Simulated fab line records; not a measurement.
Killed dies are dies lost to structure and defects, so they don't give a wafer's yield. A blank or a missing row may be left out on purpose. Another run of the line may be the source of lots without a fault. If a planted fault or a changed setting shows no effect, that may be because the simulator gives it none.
fab line records -- flow sky130 -- part 1 of 2: steps 1 to 25 of 37
record: lots: 5, wafers: 15, last_day: 50
route steps=708 shown CONTACT@411 METAL1@434
lots untouched by any fault: they come from a run of this same line in which no faults occurred
start_h: start of the lot's first displayed wafer, in hours after the record's first day -- wait_h: time in hours since the lot's previous step -- " identical to the entry in the row above -- L1.1+2: several wafers, shown together as one row -- - no value present, or no start provided -- * or withheld: withheld -- < > ~ a bound
route shown NAME@n: NAME is a module with steps in the file, n the number in the route of the first one -- usual: the fault-free wafers' mean and standard deviation -- same: alike in all rows -- chamber/n: place in a boat -- sites: each site's reading -- _std_site: the standard deviation of these -- _edge_site: mean of outer sites minus mean of inner sites -- radius_mm: for every site, how far away it sits from the centre of the wafer -- mask NAME#n: copy n -- behind: the most recent tool/chamber to have shaped the wafer -- hold: what put the lot on hold/how long, in hours/how the hold closed -- device: which transistor (n, p or np) failed to switch -- end of line: the same wafers' tests at the end of the route -- a step with no rows: only its recipe -- killed: at the first sort, the dies lost to defects and structure; wafer yield is something else -- map: shows each die of a wafer: x if killed, . if not, _ if none is there
set.NAME: setting as actually run; set.NAME@STEP: the setting as run at that earlier step -- model.NAME: the simulator's own value behind a step, which no gauge read
certain route steps with their lots: each step a table, each wafer a row
services: the hour from which a tool's chamber was out of use, counted from the record's first day as start_h (under 0 if before that day), plus the number of hours and why
== steps ==
step: SKY_CONTACT_BOW_MEAS_05
recipe: mode: bow
usual: CONTACT_BOW: 81/6.6
lot.wafer,tool,chamber,start_h,wait_h,CONTACT_BOW[um]
L075.1,film_metro-04,-,714.88,0.1,84
L075.4,film_metro-04,-,714.88,0.1,77
L075.5,film_metro-04,-,714.88,0.1,77
L080.1,film_metro-03,-,758.39,0.1,91
L080.5,film_metro-03,-,758.39,0.1,87
L080.6,film_metro-03,-,758.39,0.1,89
L085.2,film_metro-01,-,799.24,0.2,78
L085.5,film_metro-01,-,799.24,0.2,67
L085.6,film_metro-01,-,799.24,0.2,92
L096.1,film_metro-01,-,873.96,0.2,74
L096.3,film_metro-01,-,873.96,0.2,73
L096.5,film_metro-01,-,873.96,0.2,81
L097.2,film_metro-03,-,881.72,0.2,78
L097.4,film_metro-03,-,881.72,0.2,87
L097.5,film_metro-03,-,881.72,0.2,87
step: SKY_CONTACT_DEHYDRATE_06
recipe: temp_c: 200, time_s: 60
lot.wafer,tool,chamber,start_h,wait_h
L075.1+4+5,litho_track-01,0,728.19,13.3
L080.1+5+6,litho_track-01,0,771.74,13.3
L085.2+5+6,litho_track-03,0,811.93,12.7
L096.1+3+5,litho_track-02,0,886.22,12.2
L097.2+4+5,litho_track-03,0,893.73,12.0
step: SKY_CONTACT_HMDS_07
recipe: prime_time_s: 60, prime_temp_c: 120
usual: prime_temp_c: 120.01/0.13
lot.wafer,tool,chamber,start_h,wait_h,prime_temp_c
L075.1,litho_track-01,0,728.34,0.1,120.08
L075.4,litho_track-01,0,728.34,0.1,120.04
L075.5,litho_track-01,0,728.34,0.1,120.33
L080.1,litho_track-01,0,771.89,0.1,120.04
L080.5,litho_track-01,0,771.89,0.1,119.88
L080.6,litho_track-01,0,771.89,0.1,120.03
L085.2,litho_track-03,0,812.08,0.1,120.08
L085.5,litho_track-03,0,812.08,0.1,119.95
L085.6,litho_track-03,0,812.08,0.1,119.62
L096.1,litho_track-02,0,886.37,0.1,119.88
L096.3,litho_track-02,0,886.37,0.1,120.03
L096.5,litho_track-02,0,886.37,0.1,119.97
L097.2,litho_track-03,0,893.88,0.1,120.06
L097.4,litho_track-03,0,893.88,0.1,119.98
L097.5,litho_track-03,0,893.88,0.1,120.02
step: SKY_CONTACT_COAT_08
recipe: resist: BARC, temp_c: withheld, time_s: withheld, spin_rpm: 3000, resist_thk_nm: 60
lot.wafer,tool,chamber,start_h,wait_h
L075.1+4+5,litho_track-01,0,728.49,0.1
L080.1+5+6,litho_track-01,0,772.04,0.1
L085.2+5+6,litho_track-03,0,812.23,0.1
L096.1+3+5,litho_track-02,0,886.52,0.1
L097.2+4+5,litho_track-03,0,894.03,0.1
step: SKY_CONTACT_COAT_09
recipe: resist: KrF-thick, spin_rpm: 3000, resist_thk_nm: 450
lot.wafer,tool,chamber,start_h,wait_h
L075.1+4+5,litho_track-01,0,-,-
L080.1+5+6,litho_track-01,0,-,-
L085.2+5+6,litho_track-03,0,-,-
L096.1+3+5,litho_track-02,0,-,-
L097.2+4+5,litho_track-03,0,-,-
step: SKY_CONTACT_SOFTBAKE_10
recipe: temp_c: 100, time_s: 90, resist: KrF-thick
lot.wafer,tool,chamber,start_h,wait_h
L075.1+4+5,litho_track-01,0,-,-
L080.1+5+6,litho_track-01,0,-,-
L085.2+5+6,litho_track-03,0,-,-
L096.1+3+5,litho_track-02,0,-,-
L097.2+4+5,litho_track-03,0,-,-
step: SKY_CONTACT_EXPOSE_11
recipe: mask_id: CTM1, na: 0.8, source_shape: annular, sigma_inner: 0.55, sigma_outer: 0.85, target_cd_nm: 170, dose_mj: 38
usual: focus_offset_nm: -0.1/0.56
same: sigma_outer: 0.85
lot.wafer,tool,chamber,start_h,wait_h,mask,focus_offset_nm
L075.1,krf_scanner-02,0,-,-,CTM1#0,0.2
L075.4,krf_scanner-02,0,-,-,CTM1#0,-0.1
L075.5,krf_scanner-02,0,-,-,CTM1#0,-0.2
L080.1,krf_scanner-02,0,-,-,CTM1#0,-0.4
L080.5,krf_scanner-02,0,-,-,CTM1#0,-0.3
L080.6,krf_scanner-02,0,-,-,CTM1#0,0.2
L085.2,krf_scanner-01,0,-,-,CTM1#0,-1.5
L085.5,krf_scanner-01,0,-,-,CTM1#0,0.1
L085.6,krf_scanner-01,0,-,-,CTM1#0,-0.2
L096.1,krf_scanner-01,0,-,-,CTM1#0,0.4
L096.3,krf_scanner-01,0,-,-,CTM1#0,1.0
L096.5,krf_scanner-01,0,-,-,CTM1#0,-0.4
L097.2,krf_scanner-01,0,-,-,CTM1#0,-0.5
L097.4,krf_scanner-01,0,-,-,CTM1#0,-1.0
L097.5,krf_scanner-01,0,-,-,CTM1#0,-0.5
step: SKY_CONTACT_PEB_12
recipe: peb_temp_c: withheld, peb_time_s: withheld, resist: KrF-thick
lot.wafer,tool,chamber,start_h,wait_h
L075.1+4+5,litho_track-03,0,-,-
L080.1+5+6,litho_track-02,0,-,-
L085.2+5+6,litho_track-02,0,-,-
L096.1+3+5,litho_track-02,0,-,-
L097.2+4+5,litho_track-01,0,-,-
step: SKY_CONTACT_DEVELOP_13
recipe: develop_time_s: 58.9, resist: KrF-thick, dev_temp_c: 21
same: develop_time_s: 58.9
lot.wafer,tool,chamber,start_h,wait_h
L075.1+4+5,litho_track-03,0,-,-
L080.1+5+6,litho_track-02,0,-,-
L085.2+5+6,litho_track-02,0,-,-
L096.1+3+5,litho_track-02,0,-,-
L097.2+4+5,litho_track-01,0,-,-
step: SKY_CONTACT_CD_MEAS_14
recipe: target_cd_nm: 170
usual: cd_nm: 170.2/1.5
lot.wafer,tool,chamber,start_h,wait_h,cd_nm
L075.1,cd_sem-01,-,742.50,-,170.1
L075.4,cd_sem-01,-,742.50,-,169.7
L075.5,cd_sem-01,-,742.50,-,169.9
L080.1,cd_sem-02,-,785.47,-,169.9
L080.5,cd_sem-02,-,785.47,-,169.2
L080.6,cd_sem-02,-,785.47,-,170.2
L085.2,cd_sem-01,-,825.89,-,170.1
L085.5,cd_sem-01,-,825.89,-,172.1
L085.6,cd_sem-01,-,825.89,-,169.1
L096.1,cd_sem-02,-,900.02,-,170.9
L096.3,cd_sem-02,-,900.02,-,168.8
L096.5,cd_sem-02,-,900.02,-,170.4
L097.2,cd_sem-02,-,906.96,-,171.1
L097.4,cd_sem-02,-,906.96,-,172.4
L097.5,cd_sem-02,-,906.96,-,171.0
step: SKY_CONTACT_OVL_MEAS_15
usual: CONTACT_OVL: 2/6.3
lot.wafer,tool,chamber,start_h,wait_h,CONTACT_OVL[nm]
L075.1,overlay-02,-,742.62,0.1,6
L075.4,overlay-02,-,742.62,0.1,-1
L075.5,overlay-02,-,742.62,0.1,8
L080.1,overlay-01,-,785.59,0.1,8
L080.5,overlay-01,-,785.59,0.1,-1
L080.6,overlay-01,-,785.59,0.1,-2
L085.2,overlay-01,-,826.00,0.1,16
L085.5,overlay-01,-,826.00,0.1,0
L085.6,overlay-01,-,826.00,0.1,8
L096.1,overlay-02,-,900.14,0.1,-2
L096.3,overlay-02,-,900.14,0.1,1
L096.5,overlay-02,-,900.14,0.1,4
L097.2,overlay-01,-,907.06,0.1,9
L097.4,overlay-01,-,907.06,0.1,8
L097.5,overlay-01,-,907.06,0.1,3
step: SKY_CONTACT_ETCH_16
recipe: chemistry: N2/H2, target: BARC, ion_energy_ev: 200, source_w: 500, bias_w: 100, pressure_mtorr: 30, n2_flow_sccm: 100, h2_flow_sccm: 200, stop_on: SiO2, time_s: 45.9, target_depth_a: 600
usual: bias_w: 99.96/0.3, chamber_pressure_mTorr: 29.996/0.028, drypump_motor_current_A: 5.8/0.37, oes_product_au: 0.855/0.005, throttle_valve_pct: 13.225/0.0087
lot.wafer,tool,chamber,start_h,wait_h,bias_w,chamber_pressure_mTorr,drypump_motor_current_A,oes_product_au,rf_hours_counter_h,throttle_valve_pct
L075.1,rie_diel-04,1,742.66,0.0,99.25,30.014,6.7,0.855,3,13.219
L075.4,rie_diel-04,0,742.66,0.0,100.25,29.988,5.6,0.852,2,13.229
L075.5,rie_diel-04,2,742.66,0.0,99.65,30.002,6.3,0.851,-,13.213
L080.1,rie_diel-04,0,785.63,0.0,100.18,30.013,5.6,0.849,3,13.225
L080.5,rie_diel-04,3,785.63,0.0,100.14,29.973,5.5,0.846,-,13.224
L080.6,rie_diel-04,0,785.63,0.0,100.26,30.010,5.6,0.851,-,13.236
L085.2,rie_diel-03,1,826.03,0.0,99.73,29.993,5.7,0.862,1,13.224
L085.5,rie_diel-03,1,826.03,0.0,100.04,29.983,5.7,0.848,-,13.223
L085.6,rie_diel-03,0,826.03,0.0,100.48,29.978,5.7,0.855,-,13.208
L096.1,rie_diel-03,1,900.18,0.0,99.78,30.037,5.7,0.855,4,13.221
L096.3,rie_diel-03,0,900.18,0.0,99.75,30.025,5.7,0.845,7,13.231
L096.5,rie_diel-03,1,900.18,0.0,99.56,29.995,5.7,0.851,-,13.226
L097.2,rie_diel-04,2,907.09,0.0,99.81,30.020,6.3,0.858,13,13.233
L097.4,rie_diel-04,0,907.09,0.0,99.97,30.041,5.6,0.859,-,13.238
L097.5,rie_diel-04,2,907.09,0.0,99.62,29.986,6.3,0.864,-,13.230
step: SKY_CONTACT_ETCH_17
recipe: target: SiO2, chemistry: C4F8/O2/Ar, stop_on: Si3N4, mask_material: KrF-thick, source_w: 1500, bias_w: 1200, pressure_mtorr: 40, c4f8_flow_sccm: withheld, O2_flow_sccm: 6, Ar_flow_sccm: 300, time_s: withheld, target_depth_a: 3400
usual: bias_w: 1200/4.1, chamber_pressure_mTorr: 40.00/0.036, oes_product_au: 0.892/0.0049
lot.wafer,tool,chamber,start_h,wait_h,bias_w,chamber_pressure_mTorr,oes_product_au
L075.1,rie_diel-04,1,742.70,0.0,1199,40.01,0.894
L075.4,rie_diel-04,0,742.70,0.0,1197,40.02,0.900
L075.5,rie_diel-04,2,742.70,0.0,1197,40.02,0.895
L080.1,rie_diel-04,0,785.67,0.0,1198,40.02,0.893
L080.5,rie_diel-04,3,785.67,0.0,1199,40.01,0.894
L080.6,rie_diel-04,0,785.67,0.0,1205,39.99,0.892
L085.2,rie_diel-03,1,826.07,0.0,1200,40.01,0.888
L085.5,rie_diel-03,1,826.07,0.0,1200,40.00,0.896
L085.6,rie_diel-03,0,826.07,0.0,1210,39.94,0.888
L096.1,rie_diel-03,1,900.22,0.0,1204,40.00,0.887
L096.3,rie_diel-03,0,900.22,0.0,1199,40.02,0.888
L096.5,rie_diel-03,1,900.22,0.0,1199,39.97,0.894
L097.2,rie_diel-04,2,907.14,0.0,1199,39.98,0.884
L097.4,rie_diel-04,0,907.14,0.0,1197,39.99,0.886
L097.5,rie_diel-04,2,907.14,0.0,1195,39.98,0.897
step: SKY_CONTACT_ETCH_18
recipe: target: Si3N4, chemistry: CHF3/O2, stop_on: TiN, source_w: 600, bias_w: 200, pressure_mtorr: 40, chf3_flow_sccm: 50, O2_flow_sccm: 5, time_s: 39, target_depth_a: 750
usual: bias_w: 200.1/0.56, chamber_pressure_mTorr: 40.00/0.036, drypump_motor_current_A: 5.8/0.37, oes_product_au: 0.855/0.0074, throttle_valve_pct: 8.791/0.0092
lot.wafer,tool,chamber,start_h,wait_h,bias_w,chamber_pressure_mTorr,drypump_motor_current_A,oes_product_au,rf_hours_counter_h,throttle_valve_pct
L075.1,rie_diel-04,1,-,-,199.9,40.00,6.7,0.842,3,8.786
L075.4,rie_diel-04,0,-,-,200.0,39.91,5.6,0.848,2,8.779
L075.5,rie_diel-04,2,-,-,200.6,39.95,6.3,0.852,-,8.790
L080.1,rie_diel-04,0,-,-,200.5,40.02,5.6,0.863,4,8.787
L080.5,rie_diel-04,3,-,-,200.4,39.96,5.5,0.857,-,8.790
L080.6,rie_diel-04,0,-,-,200.5,40.02,5.6,0.864,-,8.789
L085.2,rie_diel-03,1,-,-,199.2,39.99,5.6,0.849,1,8.800
L085.5,rie_diel-03,1,-,-,200.0,40.02,5.7,0.857,-,8.791
L085.6,rie_diel-03,0,-,-,199.9,40.01,5.7,0.863,-,8.790
L096.1,rie_diel-03,1,-,-,201.2,39.99,5.7,0.845,4,8.784
L096.3,rie_diel-03,0,-,-,200.9,40.02,5.7,0.844,7,8.787
L096.5,rie_diel-03,1,-,-,199.7,40.01,5.6,0.855,-,8.772
L097.2,rie_diel-04,2,-,-,200.6,39.99,6.3,0.857,13,8.802
L097.4,rie_diel-04,0,-,-,200.0,40.01,5.6,0.859,-,8.799
L097.5,rie_diel-04,2,-,-,199.4,39.99,6.3,0.874,-,8.792
step: SKY_CONTACT_STRIP_19
recipe: chemistry: O2/N2, power_w: 1400, pressure_mtorr: 1500, platen_temp_c: withheld, o2_flow_sccm: 3000, n2_flow_sccm: 300, overash_fraction: 0.5
usual: chamber_pressure_mTorr: 1500.1/1.3, drypump_motor_current_A: 5.5/0.36, oes_product_au: 0.381/0.0044, strip_time_to_endpoint_s: 3.62/0.033
lot.wafer,tool,chamber,start_h,wait_h,chamber_pressure_mTorr,drypump_motor_current_A,oes_product_au,rf_hours_counter_h,strip_time_to_endpoint_s
L075.1,plasma_asher-04,0,742.79,-,1501.8,6.0,0.382,0,3.63
L075.4,plasma_asher-04,1,742.79,-,1498.8,5.0,0.375,-,3.59
L075.5,plasma_asher-04,0,742.79,-,1499.5,6.0,0.386,-,3.62
L080.1,plasma_asher-04,0,785.76,-,1501.3,6.0,0.384,4,3.64
L080.5,plasma_asher-04,1,785.76,-,1500.0,5.0,0.381,-,3.64
L080.6,plasma_asher-04,0,785.76,-,1498.9,5.9,0.380,-,3.61
L085.2,plasma_asher-01,0,826.16,-,1501.8,5.7,0.382,41,3.60
L085.5,plasma_asher-01,1,826.16,-,1498.3,5.6,0.382,-,3.59
L085.6,plasma_asher-01,0,826.16,-,1501.4,5.7,0.385,-,3.63
L096.1,plasma_asher-01,0,900.31,-,1501.3,5.7,0.379,47,3.61
L096.3,plasma_asher-01,0,900.31,-,1499.2,5.7,0.376,-,3.64
L096.5,plasma_asher-01,0,900.31,-,1500.8,5.7,0.379,-,3.60
L097.2,plasma_asher-02,1,907.23,-,1498.5,5.3,0.383,79,3.61
L097.4,plasma_asher-02,1,907.23,-,1499.0,5.3,0.381,-,3.63
L097.5,plasma_asher-02,0,907.23,-,1500.0,5.7,0.381,-,3.61
step: SKY_CONTACT_STRIP_20
recipe: chemistry: post_etch_residue_remover, time_s: 1200, temp_c: 72.5
lot.wafer,tool,chamber,start_h,wait_h
L075.1+4+5,wet_bench-01,1,742.89,0.1
L080.1+5+6,wet_bench-02,3,785.86,0.1
L085.2+5+6,wet_bench-02,1,826.26,0.1
L096.1+3+5,wet_bench-02,1,900.41,0.1
L097.2+4+5,wet_bench-01,1,907.33,0.1
step: SKY_CONTACT_CLEAN_21
recipe: chemistry: IPA, time_s: 180, temp_c: 25
lot.wafer,tool,chamber,start_h,wait_h
L075.1+4+5,wet_bench-02,3,743.23,0.0
L080.1+5+6,wet_bench-02,0,786.20,0.0
L085.2+5+6,wet_bench-01,1,826.60,0.0
L096.1+3+5,wet_bench-02,3,900.75,0.0
L097.2+4+5,wet_bench-02,0,907.67,0.0
step: SKY_CONTACT_CLEAN_22
recipe: chemistry: O3/DIW, dry: n2_spin
lot.wafer,tool,chamber,start_h,wait_h
L075.1+4+5,wet_bench-03,2,743.29,0.0
L080.1+5+6,wet_bench-02,1,786.26,0.0
L085.2+5+6,wet_bench-02,3,826.66,0.0
L096.1+3+5,wet_bench-02,0,900.81,0.0
L097.2+4+5,wet_bench-03,2,907.73,0.0
step: SKY_CONTACT_SPUTTER_23
recipe: material: TiN, target_thk_nm: 20, chamber_pressure_pa: 5, power_w: 4000, time_s: 80
usual: cathode_dc_power_W: 4000.0/0.73, throttle_valve_pct: 29.9/0.88
lot.wafer,tool,chamber,start_h,wait_h,cathode_dc_power_W,throttle_valve_pct
L075.1,pvd_sputter-04,-,743.38,0.0,4000.9,29.7
L075.4,pvd_sputter-04,-,743.38,0.0,4000.3,28.9
L075.5,pvd_sputter-04,-,743.38,0.0,4000.0,29.2
L080.1,pvd_sputter-02,-,786.35,0.0,4000.7,29.0
L080.5,pvd_sputter-02,-,786.35,0.0,4000.2,27.7
L080.6,pvd_sputter-02,-,786.35,0.0,3999.7,29.1
L085.2,pvd_sputter-04,-,826.76,0.0,3999.2,29.2
L085.5,pvd_sputter-04,-,826.76,0.0,4000.1,29.1
L085.6,pvd_sputter-04,-,826.76,0.0,4001.1,29.4
L096.1,pvd_sputter-04,-,900.90,0.0,4000.2,29.0
L096.3,pvd_sputter-04,-,900.90,0.0,3998.8,29.7
L096.5,pvd_sputter-04,-,900.90,0.0,4000.7,29.9
L097.2,pvd_sputter-04,-,907.83,0.0,3999.6,28.9
L097.4,pvd_sputter-04,-,907.83,0.0,4000.1,29.0
L097.5,pvd_sputter-04,-,907.83,0.0,3999.9,29.3
step: SKY_CONTACT_CVD_24
recipe: material: W, target_thk_nm: 340, time_s: 102.12, temp_c: 400, pressure_torr: 40
usual: heater_power_w: 801/78
lot.wafer,tool,chamber,start_h,wait_h,heater_power_w
L075.1,cvd_w-02,1,743.44,0.0,792
L075.4,cvd_w-02,1,743.44,0.0,802
L075.5,cvd_w-02,1,743.44,0.0,811
L080.1,cvd_w-01,1,786.47,0.1,747
L080.5,cvd_w-01,0,786.47,0.1,910
L080.6,cvd_w-01,1,786.47,0.1,725
L085.2,cvd_w-01,1,826.85,0.1,737
L085.5,cvd_w-01,1,826.85,0.1,763
L085.6,cvd_w-01,1,826.85,0.1,739
L096.1,cvd_w-02,1,900.96,0.0,798
L096.3,cvd_w-02,1,900.96,0.0,819
L096.5,cvd_w-02,1,900.96,0.0,812
L097.2,cvd_w-01,1,907.89,0.0,764
L097.4,cvd_w-01,1,907.89,0.0,753
L097.5,cvd_w-01,0,907.89,0.0,937
step: SKY_CONTACT_RS_MEAS_25
recipe: thk_meas_gauge: four-point-probe, reads: W_of_CONTACT_CVD_24+TiN_of_CONTACT_SPUTTER_23
usual: CONTACT_W_RS: 0.337/0.0057
lot.wafer,tool,chamber,start_h,wait_h,CONTACT_W_RS[ohm/sq]
L075.1,film_metro-03,-,743.55,0.1,0.334
L075.4,film_metro-03,-,743.55,0.1,0.329
L075.5,film_metro-03,-,743.55,0.1,0.329
L080.1,film_metro-03,-,786.58,0.1,0.343
L080.5,film_metro-03,-,786.58,0.1,0.333
L080.6,film_metro-03,-,786.58,0.1,0.337
L085.2,film_metro-01,-,827.06,0.2,0.337
L085.5,film_metro-01,-,827.06,0.2,0.339
L085.6,film_metro-01,-,827.06,0.2,0.339
L096.1,film_metro-03,-,901.07,0.1,0.329
L096.3,film_metro-03,-,901.07,0.1,0.332
L096.5,film_metro-03,-,901.07,0.1,0.328
L097.2,film_metro-01,-,908.02,0.1,0.343
L097.4,film_metro-01,-,908.02,0.1,0.345
L097.5,film_metro-01,-,908.02,0.1,0.336
step: SKY_CONTACT_THK_MEAS_26
recipe: thk_meas_gauge: xrf, reads: W_of_CONTACT_CVD_24
usual: CONTACT_W_THK: 348/6.6
lot.wafer,tool,chamber,start_h,wait_h,CONTACT_W_THK[nm]
L075.1,film_metro-03,-,743.67,0.1,352
L075.4,film_metro-03,-,743.67,0.1,358
L075.5,film_metro-03,-,743.67,0.1,355
L080.1,film_metro-03,-,786.70,0.1,344
L080.5,film_metro-03,-,786.70,0.1,353
L080.6,film_metro-03,-,786.70,0.1,349
L085.2,film_metro-01,-,827.17,0.1,342
L085.5,film_metro-01,-,827.17,0.1,342
L085.6,film_metro-01,-,827.17,0.1,342
L096.1,film_metro-03,-,901.19,0.1,354
L096.3,film_metro-03,-,901.19,0.1,352
L096.5,film_metro-03,-,901.19,0.1,355
L097.2,film_metro-01,-,908.13,0.1,342
L097.4,film_metro-01,-,908.13,0.1,340
L097.5,film_metro-01,-,908.13,0.1,349
step: SKY_CONTACT_CMP_27
recipe: stop_on: SiO2, t_overpolish_s: 15, down_force_psi: 3.5, platen_rpm: 60, target_thk_nm: 0, pad_velocity_m_s: 0.94248
usual: motor_current_A: 11.0/0.79, overpolish_run_s: 14.999/0.0086, platen_rpm: 60.00/0.043, time_to_endpoint_s: 81/3.7
lot.wafer,tool,chamber,start_h,wait_h,motor_current_A,overpolish_run_s,platen_rpm,time_to_endpoint_s
L075.4,cmp-02,3,743.73,0.0,10.8,15.001,60.08,81
L075.1,cmp-02,1,743.73,0.0,11.3,15.007,59.97,81
L075.5,cmp-02,0,743.73,0.0,12.0,14.988,60.05,88
L080.1,cmp-02,3,786.91,0.2,11.0,14.993,60.03,80
L080.6,cmp-02,0,786.91,0.2,12.3,15.022,59.99,87
L080.5,cmp-02,1,786.91,0.2,12.2,14.999,60.01,85
L085.2,cmp-02,1,827.32,0.1,11.9,14.984,60.03,82
L085.6,cmp-02,3,827.32,0.1,11.2,14.991,59.99,82
L085.5,cmp-02,0,827.32,0.1,11.6,15.004,59.97,86
L096.3,cmp-02,1,901.35,0.1,11.3,14.997,60.00,83
L096.1,cmp-02,2,901.35,0.1,10.4,14.998,60.02,83
L096.5,cmp-02,3,901.35,0.1,10.5,15.006,60.04,85
L097.4,cmp-01,2,908.23,0.1,10.5,14.997,60.00,83
L097.2,cmp-01,3,908.23,0.1,10.3,15.005,60.02,82
L097.5,cmp-01,1,908.23,0.1,11.6,15.008,59.96,82
step: SKY_METAL1_SPUTTER_00
recipe: material: Ti, target_thk_nm: 15, power_w: 3000, time_s: 10, chamber_pressure_pa: 0.4
usual: cathode_dc_power_W: 3000.0/0.53, throttle_valve_pct: 29.5/0.9
lot.wafer,tool,chamber,start_h,wait_h,cathode_dc_power_W,throttle_valve_pct
L075.1,pvd_sputter-04,-,744.03,0.1,2999.7,29.8
L075.4,pvd_sputter-04,-,744.03,0.1,2999.6,29.1
L075.5,pvd_sputter-04,-,744.03,0.1,3000.1,29.9
L080.1,pvd_sputter-04,-,787.06,0.1,2999.8,29.5
L080.5,pvd_sputter-04,-,787.06,0.1,2999.8,28.9
L080.6,pvd_sputter-04,-,787.06,0.1,3000.8,30.2
L085.2,pvd_sputter-02,-,827.52,0.1,3000.1,29.8
L085.5,pvd_sputter-02,-,827.52,0.1,3000.1,29.2
L085.6,pvd_sputter-02,-,827.52,0.1,2999.8,29.7
L096.1,pvd_sputter-02,-,901.55,0.1,3000.2,29.6
L096.3,pvd_sputter-02,-,901.55,0.1,3001.1,29.1
L096.5,pvd_sputter-02,-,901.55,0.1,3000.0,29.5
L097.2,pvd_sputter-03,-,908.48,0.1,2999.9,30.3
L097.4,pvd_sputter-03,-,908.48,0.1,2999.7,28.7
L097.5,pvd_sputter-03,-,908.48,0.1,3000.1,28.3
step: SKY_METAL1_SPUTTER_01
recipe: material: TiN, target_thk_nm: 20, power_w: 6500, time_s: 16.7, chamber_pressure_pa: 0.4
usual: cathode_dc_power_W: 6500.0/1.2, throttle_valve_pct: 29.4/0.88
lot.wafer,tool,chamber,start_h,wait_h,cathode_dc_power_W,throttle_valve_pct
L075.1,pvd_sputter-04,-,744.06,0.0,6501.0,29.6
L075.4,pvd_sputter-04,-,744.06,0.0,6499.9,29.1
L075.5,pvd_sputter-04,-,744.06,0.0,6498.8,29.8
L080.1,pvd_sputter-04,-,787.09,0.0,6501.9,29.4
L080.5,pvd_sputter-04,-,787.09,0.0,6497.1,28.9
L080.6,pvd_sputter-04,-,787.09,0.0,6498.6,29.8
L085.2,pvd_sputter-02,-,827.54,0.0,6500.3,29.6
L085.5,pvd_sputter-02,-,827.54,0.0,6499.5,29.3
L085.6,pvd_sputter-02,-,827.54,0.0,6500.0,29.4
L096.1,pvd_sputter-02,-,901.58,0.0,6500.9,29.4
L096.3,pvd_sputter-02,-,901.58,0.0,6500.9,29.0
L096.5,pvd_sputter-02,-,901.58,0.0,6500.2,29.6
L097.2,pvd_sputter-03,-,908.50,0.0,6499.8,30.6
L097.4,pvd_sputter-03,-,908.50,0.0,6499.6,28.6
L097.5,pvd_sputter-03,-,908.50,0.0,6501.5,28.7
